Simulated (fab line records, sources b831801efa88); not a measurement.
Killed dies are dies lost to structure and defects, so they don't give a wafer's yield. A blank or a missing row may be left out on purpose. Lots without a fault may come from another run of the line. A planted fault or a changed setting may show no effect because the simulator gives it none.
Chamber matching | flow sky130 | SKY_LI_CONTACT_ETCH_15 on rie_diel-03: 4 sister chambers
The step etches PSG in C4F8/O2/Ar, stops on Si, target depth 600 nm. 4 wafers are shown with their chamber, then 12 later ones without.

WAFERS WITH THEIR CHAMBER
wafer  | chamber | oes_product_au (a.u.)
L088.1 | 2       | 0.835
L088.2 | 1       | 0.831
L088.5 | 0       | 0.846
L088.6 | 3       | 0.836

WAFERS WITHOUT THEIR CHAMBER
wafer  | oes_product_au (a.u.)
L089.1 | 0.843
L089.2 | 0.843
L089.4 | 0.835
L092.2 | 0.834
L092.3 | 0.841
L092.6 | 0.840
L093.2 | 0.835
L093.4 | 0.834
L093.6 | 0.833
L095.2 | 0.829
L095.4 | 0.834
L095.5 | 0.843

WHICH CHAMBER EACH WENT THROUGH
wafer  | from the rows above               | in truth
L089.1 | can't be placed: 0 or 3 or 2      | 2
L089.2 | can't be placed: 0 or 3 or 2      | 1
L089.4 | can't be placed: 2 or 3 or 1      | 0
L092.2 | can't be placed: 2 or 3 or 1      | 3
L092.3 | can't be placed: 0 or 3 or 2 or 1 | 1
L092.6 | can't be placed: 3 or 2 or 0 or 1 | 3
L093.2 | can't be placed: 2 or 3 or 1      | 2
L093.4 | can't be placed: 2 or 3 or 1      | 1
L093.6 | can't be placed: 1 or 2 or 3      | 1
L095.2 | can't be placed: 1 or 2 or 3      | 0
L095.4 | can't be placed: 2 or 3 or 1      | 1
L095.5 | can't be placed: 0 or 3 or 2      | 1
Placed correctly: 0 of 12. Can't be placed from these rows: 12 (the true chamber is among the candidates in 8). Placed wrongly: 0.
How it was worked out, from the rows above alone: a wafer's distance from a chamber is the root of the sum, over the readings, of the square of ((its reading less the chamber's mean) divided by the reading's scatter). The wafer belongs to the nearest chamber; if the next one is less than 2 further off, it can't be placed. A chamber's mean is the mean of its shown wafers. The scatter: with one shown wafer a chamber, the root of the mean of the squares of how far each hidden wafer lies from its nearest shown one.
